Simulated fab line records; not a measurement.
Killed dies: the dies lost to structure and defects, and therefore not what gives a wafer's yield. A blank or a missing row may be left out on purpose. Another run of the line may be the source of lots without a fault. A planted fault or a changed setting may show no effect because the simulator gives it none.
fab line records -- flow sky130
record: lots: 6, wafers: 18, last_day: 50
route steps=708 shown LOCAL_INTERCONNECT@388 PAD_OPEN@708
lots untouched by any fault: they come from a run of this same line in which no faults occurred
start_h: the number of hours between the record's first day and the start of the first shown wafer of the lot -- wait_h: how many hours have passed since the lot's step before this one -- " unchanged from the row above -- L1.1+2: several wafers, shown together as one row -- - no value, or no start was given -- * or withheld: withheld -- < > ~ a bound
route shown NAME@n: NAME is a module with steps in the file, n the number in the route of the first one -- usual: mean/standard deviation taken from wafers without a fault -- same: alike in all rows -- chamber/n: place in a boat -- sites: the reading at each site -- _std_site: their standard deviation -- _edge_site: inner sites' mean taken away from outer sites' mean -- radius_mm: how far each site lies from the wafer's centre -- mask NAME#n: copy n -- behind: the last tool/chamber to shape the wafer -- hold: cause of the lot's hold/its duration in hours/its outcome -- device: which transistor (n, p or np) failed to switch -- end of line: the tests these same wafers got at the end of their route -- for a step that has no rows: nothing shown but its recipe -- killed: the dies lost at the first sort to structure and to defects; this is not the yield of the wafer -- map: dies across one wafer; x = killed, . = not, _ = none there
set.NAME: the setting as run; set.NAME@STEP: as run at that earlier step -- model.NAME: the simulator's own value behind a step, which no gauge read
lots seen at some steps along the route; tables by step, rows by wafer
services: from which hour (start_h, from the record's first day; less than 0 if before it) a tool's chamber was out of use, for how many hours, and why
== steps ==
step: SKY_LOCAL_INTERCONNECT_RS_MEAS_01
recipe: thk_meas_gauge: four-point-probe, reads: TiN_of_LOCAL_INTERCONNECT_SPUTTER_00
usual: LOCAL_INTERCONNECT_TIN_RS: 14.27/0.21
lot.wafer,tool,chamber,start_h,wait_h,LOCAL_INTERCONNECT_TIN_RS[ohm/sq]
L466.1,film_metro-02,-,690.69,0.0,14.03
L466.4,film_metro-02,-,690.69,0.0,14.10
L466.6,film_metro-02,-,690.69,0.0,14.26
L468.1,film_metro-02,-,697.81,0.0,14.07
L468.5,film_metro-02,-,697.81,0.0,14.29
L468.6,film_metro-02,-,697.81,0.0,14.28
L472.1,film_metro-04,-,727.10,0.0,14.25
L472.4,film_metro-04,-,727.10,0.0,14.37
L472.6,film_metro-04,-,727.10,0.0,14.27
L478.1,film_metro-04,-,780.00,0.0,14.31
L478.2,film_metro-04,-,780.00,0.0,14.17
L478.6,film_metro-04,-,780.00,0.0,14.25
L486.1,film_metro-04,-,834.99,0.0,13.84
L486.3,film_metro-04,-,834.99,0.0,14.05
L486.5,film_metro-04,-,834.99,0.0,13.93
L487.2,film_metro-02,-,841.36,0.1,14.29
L487.4,film_metro-02,-,841.36,0.1,14.25
L487.5,film_metro-02,-,841.36,0.1,14.26
step: SKY_LOCAL_INTERCONNECT_THK_MEAS_02
recipe: thk_meas_gauge: xrf, reads: TiN_of_LOCAL_INTERCONNECT_SPUTTER_00
usual: LOCAL_INTERCONNECT_TIN_THK: 96.9/1.4
lot.wafer,tool,chamber,start_h,wait_h,LOCAL_INTERCONNECT_TIN_THK[nm]
L466.1,film_metro-02,-,690.81,0.1,98.7
L466.4,film_metro-02,-,690.81,0.1,97.6
L466.6,film_metro-02,-,690.81,0.1,97.1
L468.1,film_metro-02,-,697.93,0.1,97.8
L468.5,film_metro-02,-,697.93,0.1,97.0
L468.6,film_metro-02,-,697.93,0.1,96.3
L472.1,film_metro-04,-,727.22,0.1,96.6
L472.4,film_metro-04,-,727.22,0.1,96.5
L472.6,film_metro-04,-,727.22,0.1,96.2
L478.1,film_metro-04,-,780.12,0.1,97.6
L478.2,film_metro-04,-,780.12,0.1,97.8
L478.6,film_metro-04,-,780.12,0.1,97.2
L486.1,film_metro-04,-,835.11,0.1,100.0
L486.3,film_metro-04,-,835.11,0.1,98.5
L486.5,film_metro-04,-,835.11,0.1,99.3
L487.2,film_metro-02,-,841.47,0.1,96.4
L487.4,film_metro-02,-,841.47,0.1,96.8
L487.5,film_metro-02,-,841.47,0.1,97.0
step: SKY_LOCAL_INTERCONNECT_DEHYDRATE_03
recipe: temp_c: 200, time_s: 60
step: SKY_LOCAL_INTERCONNECT_HMDS_04
recipe: prime_time_s: 60, prime_temp_c: 120
step: SKY_LOCAL_INTERCONNECT_COAT_05
recipe: resist: BARC, temp_c: withheld, time_s: withheld, spin_rpm: 3000, resist_thk_nm: 60
step: SKY_LOCAL_INTERCONNECT_COAT_06
recipe: resist: KrF-thick, spin_rpm: 3000, resist_thk_nm: 446.2
step: SKY_LOCAL_INTERCONNECT_SOFTBAKE_07
recipe: temp_c: 100, time_s: 90, resist: KrF-thick
step: SKY_LOCAL_INTERCONNECT_EXPOSE_08
recipe: mask_id: LI1M, na: 0.8, source_shape: annular, sigma_inner: 0.55, sigma_outer: 0.85, target_cd_nm: 170, dose_mj: 28
step: SKY_LOCAL_INTERCONNECT_PEB_09
recipe: peb_temp_c: withheld, peb_time_s: withheld, resist: KrF-thick
step: SKY_LOCAL_INTERCONNECT_DEVELOP_10
recipe: develop_time_s: 60, resist: KrF-thick, dev_temp_c: 21
step: SKY_LOCAL_INTERCONNECT_CD_MEAS_11
recipe: target_cd_nm: 170
usual: cd_nm: 169.8/1.4
lot.wafer,tool,chamber,start_h,wait_h,cd_nm
L466.1,cd_sem-02,-,718.07,-,169.3
L466.4,cd_sem-02,-,718.07,-,169.5
L466.6,cd_sem-02,-,718.07,-,169.0
L468.1,cd_sem-01,-,725.58,-,167.3
L468.5,cd_sem-01,-,725.58,-,169.0
L468.6,cd_sem-01,-,725.58,-,167.2
L472.1,cd_sem-02,-,754.68,-,170.1
L472.4,cd_sem-02,-,754.68,-,169.3
L472.6,cd_sem-02,-,754.68,-,169.9
L478.1,cd_sem-02,-,807.17,-,168.5
L478.2,cd_sem-02,-,807.17,-,167.3
L478.6,cd_sem-02,-,807.17,-,168.5
L486.1,cd_sem-01,-,861.23,-,169.9
L486.3,cd_sem-01,-,861.23,-,170.2
L486.5,cd_sem-01,-,861.23,-,169.5
L487.2,cd_sem-01,-,867.89,-,169.8
L487.4,cd_sem-01,-,867.89,-,168.6
L487.5,cd_sem-01,-,867.89,-,169.2
step: SKY_LOCAL_INTERCONNECT_OVL_MEAS_12
usual: LOCAL_INTERCONNECT_OVL: -1/4.6
lot.wafer,tool,chamber,start_h,wait_h,LOCAL_INTERCONNECT_OVL[nm]
L466.1,overlay-01,-,718.19,0.1,-4
L466.4,overlay-01,-,718.19,0.1,-5
L466.6,overlay-01,-,718.19,0.1,-9
L468.1,overlay-02,-,725.70,0.1,-3
L468.5,overlay-02,-,725.70,0.1,1
L468.6,overlay-02,-,725.70,0.1,0
L472.1,overlay-01,-,754.80,0.1,-9
L472.4,overlay-01,-,754.80,0.1,-1
L472.6,overlay-01,-,754.80,0.1,-4
L478.1,overlay-01,-,807.29,0.1,-1
L478.2,overlay-01,-,807.29,0.1,-8
L478.6,overlay-01,-,807.29,0.1,-2
L486.1,overlay-01,-,861.35,0.1,-2
L486.3,overlay-01,-,861.35,0.1,-5
L486.5,overlay-01,-,861.35,0.1,5
L487.2,overlay-01,-,867.99,0.1,-6
L487.4,overlay-01,-,867.99,0.1,-1
L487.5,overlay-01,-,867.99,0.1,0
step: SKY_LOCAL_INTERCONNECT_ETCH_13
recipe: chemistry: N2/H2, target: BARC, ion_energy_ev: 200, bias_w: 100, pressure_mtorr: 30, n2_flow_sccm: 100, h2_flow_sccm: 200, icp_w: 500, stop_on: SiO2, time_s: 45.9, target_depth_a: 600
usual: drypump_motor_current_A: 5.5/0.58, oes_product_au: 0.855/0.0047, rf_fwd_power_W: 495.1/2.2, throttle_valve_pct: 13.226/0.0087
lot.wafer,tool,chamber,start_h,wait_h,drypump_motor_current_A,oes_product_au,rf_fwd_power_W,rf_hours_counter_h,throttle_valve_pct,model.KrF-thick_of_LOCAL_INTERCONNECT_COAT_06.thk_nm
L466.1,rie_metal-01,0,718.22,0.0,5.6,0.847,489.6,12,13.221,389.7
L466.4,rie_metal-01,0,718.22,0.0,5.6,0.854,490.8,-,13.211,387.9
L466.6,rie_metal-01,1,718.22,0.0,5.1,0.851,494.7,-,13.223,388
L468.1,rie_metal-01,1,725.73,0.0,5.1,0.853,492.3,1,13.225,390.5
L468.5,rie_metal-01,0,725.73,0.0,5.6,0.856,493.8,-,13.220,387.1
L468.6,rie_metal-01,1,725.73,0.0,5.2,0.863,493.9,-,13.218,389.9
L472.1,rie_metal-03,1,754.83,0.0,6.7,0.857,496.2,4,13.220,390.5
L472.4,rie_metal-03,1,754.83,0.0,6.7,0.857,496.9,-,13.230,389.7
L472.6,rie_metal-03,1,754.83,0.0,6.7,0.856,496.8,-,13.227,389.7
L478.1,rie_metal-03,1,807.32,0.0,6.7,0.855,497.1,6,13.239,388.4
L478.2,rie_metal-03,0,807.32,0.0,5.1,0.852,496.8,2,13.238,388.9
L478.6,rie_metal-03,0,807.32,0.0,5.0,0.849,497.1,-,13.221,388.1
L486.1,rie_metal-03,0,861.39,0.0,5.1,0.854,415.5,4,13.222,395.3
L486.3,rie_metal-03,0,861.39,0.0,5.1,0.847,418.0,-,13.230,395.5
L486.5,rie_metal-03,0,861.39,0.0,5.0,0.857,417.6,-,13.227,395.7
L487.2,rie_metal-03,0,868.02,0.0,5.0,0.860,416.5,4,13.223,393.4
L487.4,rie_metal-03,0,868.02,0.0,5.1,0.859,416.3,-,13.219,393.3
L487.5,rie_metal-03,0,868.02,0.0,5.1,0.858,416.3,-,13.232,394.4
step: SKY_LOCAL_INTERCONNECT_METAL_ETCH_14
recipe: target_depth_nm: 110, stop_on: PSG, chemistry: Cl2/BCl3, target: TiN, resist_sidewall_deg: 88, pressure_mtorr: 10, icp_w: 900, bias_w: 48.5, Cl2_flow_sccm: 60, bcl3_flow_sccm: 30, time_s: 31.4
usual: drypump_motor_current_A: 5.5/0.58, oes_product_au: 0.937/0.0083, rf_fwd_power_W: 889/3.7, throttle_valve_pct: 21.904/0.01
lot.wafer,tool,chamber,start_h,wait_h,drypump_motor_current_A,oes_product_au,rf_fwd_power_W,rf_hours_counter_h,throttle_valve_pct,model.KrF-thick_of_LOCAL_INTERCONNECT_COAT_06.thk_nm
L466.1,rie_metal-01,0,718.29,0.0,5.6,0.939,888,12,21.900,344.7
L466.4,rie_metal-01,0,718.29,0.0,5.6,0.946,883,-,21.911,343
L466.6,rie_metal-01,1,718.29,0.0,5.1,0.944,892,-,21.890,343.8
L468.1,rie_metal-01,1,725.80,0.0,5.1,0.949,893,1,21.896,346.3
L468.5,rie_metal-01,0,725.80,0.0,5.6,0.934,883,-,21.895,342.4
L468.6,rie_metal-01,1,725.80,0.0,5.1,0.938,893,-,21.907,345.4
L472.1,rie_metal-03,1,754.90,0.0,6.7,0.942,887,4,21.892,346.3
L472.4,rie_metal-03,1,754.90,0.0,6.7,0.937,890,-,21.920,345.4
L472.6,rie_metal-03,1,754.90,0.0,6.7,0.929,892,-,21.910,345.1
L478.1,rie_metal-03,1,807.39,0.0,6.7,0.938,888,6,21.913,343.9
L478.2,rie_metal-03,0,807.39,0.0,5.1,0.941,889,2,21.903,344.6
L478.6,rie_metal-03,0,807.39,0.0,5.1,0.947,890,-,21.914,344.2
L486.1,rie_metal-03,0,861.45,0.0,5.1,0.946,893,4,21.898,351.6
L486.3,rie_metal-03,0,861.45,0.0,5.0,0.939,893,-,21.903,351.5
L486.5,rie_metal-03,0,861.45,0.0,5.0,0.947,895,-,21.891,352.1
L487.2,rie_metal-03,0,868.09,0.0,5.1,0.938,887,4,21.912,349.5
L487.4,rie_metal-03,0,868.09,0.0,5.0,0.936,890,-,21.898,349.2
L487.5,rie_metal-03,0,868.09,0.0,5.0,0.943,891,-,21.894,350.5
step: SKY_LOCAL_INTERCONNECT_STRIP_15
recipe: chemistry: O2/N2, power_w: 1400, pressure_mtorr: 1500, platen_temp_c: withheld, o2_flow_sccm: 3000, n2_flow_sccm: 300, overash_fraction: 0.5
usual: drypump_motor_current_A: 5.3/0.49, oes_product_au: 0.425/0.0047, strip_time_to_endpoint_s: 4.683/0.019
lot.wafer,tool,chamber,start_h,wait_h,drypump_motor_current_A,oes_product_au,rf_hours_counter_h,strip_time_to_endpoint_s
L466.1,plasma_asher-03,0,718.34,0.0,5.1,0.418,26,4.680
L466.4,plasma_asher-03,0,718.34,0.0,5.1,0.417,-,4.671
L466.6,plasma_asher-03,1,718.34,0.0,5.3,0.427,-,4.662
L468.1,plasma_asher-01,1,725.85,0.0,6.0,0.432,105,4.697
L468.5,plasma_asher-01,1,725.85,0.0,6.0,0.426,-,4.665
L468.6,plasma_asher-01,0,725.85,0.0,6.2,0.428,-,4.672
L472.1,plasma_asher-03,0,754.95,0.0,5.1,0.431,30,4.696
L472.4,plasma_asher-03,0,754.95,0.0,5.1,0.436,-,4.672
L472.6,plasma_asher-03,0,754.95,0.0,5.1,0.429,-,4.669
L478.1,plasma_asher-02,1,807.44,0.0,5.0,0.419,101,4.667
L478.2,plasma_asher-02,0,807.44,0.0,4.8,0.422,101,4.679
L478.6,plasma_asher-02,1,807.44,0.0,5.0,0.431,-,4.674
L486.1,plasma_asher-03,0,861.50,0.0,5.1,0.425,41,4.755
L486.3,plasma_asher-03,1,861.50,0.0,5.3,0.433,-,4.754
L486.5,plasma_asher-03,1,861.50,0.0,5.3,0.434,-,4.755
L487.2,plasma_asher-03,1,868.14,0.0,5.3,0.421,42,4.730
L487.4,plasma_asher-03,0,868.14,0.0,5.1,0.429,-,4.731
L487.5,plasma_asher-03,0,868.14,0.0,5.1,0.429,-,4.748
step: SKY_LOCAL_INTERCONNECT_STRIP_16
recipe: chemistry: post_etch_residue_remover, time_s: 1200, temp_c: 72.5
step: SKY_PAD_OPEN_PROBE_99
usual: killed_at_M0_to_M3: 43/7.1, killed_at_M4_up: 3/1.7, killed_at_contacts: 25/5.6, killed_at_front_end: 16/4.1, killed_at_other: 0.2/0.49, killed_dies: 87/9.8, killed_open: 47/7.6, killed_short: 40/6.1
same: gross_dies: 492, killed_at_back_side: 0
lot.wafer,tool,chamber,start_h,wait_h,killed_at_M0_to_M3,killed_at_M4_up,killed_at_contacts,killed_at_front_end,killed_at_other,killed_dies,killed_open,killed_short
L466.1,prober-01,-,1085.42,0.1,51,6,23,17,1,98,57,41
L466.4,prober-01,-,1085.57,0.2,40,3,40,19,1,103,64,39
L466.6,prober-01,-,1085.67,0.2,40,6,28,21,1,96,54,42
L486.1,prober-02,-,1185.77,0.1,51,4,20,11,0,86,38,48
L486.3,prober-02,-,1185.87,0.2,43,3,13,17,1,77,38,39
L486.5,prober-02,-,1185.97,0.2,51,5,17,16,0,89,43,46
killed by level:class
L466.1 CONTACT:geometric_particle:open=12 VIA3:geometric_particle:open=11 METAL2:geometric_particle:short=8 VIA1:geometric_particle:open=7 VIA1:geometric_particle:short=6 FIELD_ISO:geometric_particle:open=5 VIA2:geometric_particle:open=5 METAL4:geometric_particle:short=5
L466.4 CONTACT:geometric_particle:open=14 LI_CONTACT:geometric_particle:open=12 VIA1:geometric_particle:open=8 VIA3:geometric_particle:open=7 LOCAL_INTERCONNECT:geometric_particle:short=7 METAL2:geometric_particle:short=7 VIA2:geometric_particle:open=7 POLY_GATE:geometric_particle:open=6
L466.6 LI_CONTACT:geometric_particle:open=13 VIA1:geometric_particle:open=11 POLY_GATE:geometric_particle:open=8 POLY_GATE:geometric_particle:short=5 VIA1:geometric_particle:short=5 VIA2:geometric_particle:open=5 FIELD_ISO:geometric_particle:open=4 LOCAL_INTERCONNECT:geometric_particle:short=4
L486.1 VIA1:geometric_particle:open=14 VIA1:geometric_particle:short=7 CONTACT:geometric_particle:short=6 METAL2:geometric_particle:short=6 POLY_GATE:geometric_particle:open=5 LI_CONTACT:geometric_particle:open=5 METAL1:geometric_particle:short=5 VIA3:geometric_particle:open=5
L486.3 VIA3:geometric_particle:open=8 METAL2:geometric_particle:short=6 VIA1:geometric_particle:short=6 VIA1:geometric_particle:open=6 POLY_GATE:geometric_particle:open=5 CONTACT:geometric_particle:open=5 VIA2:geometric_particle:open=5 FIELD_ISO:geometric_particle:short=4
L486.5 VIA1:geometric_particle:open=18 CONTACT:geometric_particle:short=9 POLY_GATE:geometric_particle:open=6 METAL2:geometric_particle:short=6 VIA2:geometric_particle:short=6 VIA3:geometric_particle:open=6 FIELD_ISO:geometric_particle:short=4 VIA1:geometric_particle:short=4
== services ==
tool,chamber,start_h,hours,kind
rie_metal-03,0,717.28,-,clean
rie_metal-03,0,717.28,17.0,scheduled_down
rie_metal-03,0,717.28,17.0,vent_cycle
plasma_asher-01,-,733.75,9.0,pm
plasma_asher-01,0,733.75,9.0,vent_cycle
plasma_asher-01,1,733.75,9.0,vent_cycle
plasma_asher-01,0,742.75,-,clean
plasma_asher-01,1,742.75,-,clean
plasma_asher-01,-,753.33,0.5,repair
rie_metal-01,1,763.31,1.6,repair
plasma_asher-01,-,837.66,5.8,repair
rie_metal-01,0,853.65,-,clean
rie_metal-01,0,853.65,17.3,scheduled_down
rie_metal-01,0,853.65,17.3,vent_cycle
plasma_asher-01,-,867.15,0.5,repair
== key ==
first_sign: step: SKY_LOCAL_INTERCONNECT_ETCH_13, reading: rf_fwd_power_W, direction: down, sigmas: 36, usual: 495.1, struck: 416.7
effect: step: SKY_LOCAL_INTERCONNECT_STRIP_15, reading: strip_time_to_endpoint_s, direction: up, sigmas: 3.3, usual: *, struck: *
model_effect: step: SKY_LOCAL_INTERCONNECT_ETCH_13, value: KrF-thick_of_LOCAL_INTERCONNECT_COAT_06.thk_nm, without: 388.3, struck: 394.6
model_effect: step: SKY_LOCAL_INTERCONNECT_METAL_ETCH_14, value: KrF-thick_of_LOCAL_INTERCONNECT_COAT_06.thk_nm, without: 344.5, struck: 350.7
met_at SKY_LOCAL_INTERCONNECT_ETCH_13
struck_wafers L486.1,L486.3,L486.5,L487.2,L487.4,L487.5
tester_left_out L486,L487
onset_between 807.32 861.39
fault: kind: process_parameter_drift, tool: rie_metal-03, chamber: 0, onset_h: 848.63, steps: SKY_LOCAL_INTERCONNECT_ETCH_13, channel: icp_w, offset: -80, shape: step, end_h: 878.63, acts_in: these_recipes_only, stated: 500
tester_left_out: of these lots the tester's yield and bins aren't shown, on N5 and GAA mostly nor the transistor test; their killed dies are dies lost to structure and defects alone, not to doping, threshold or leakage, so they don't give the yield
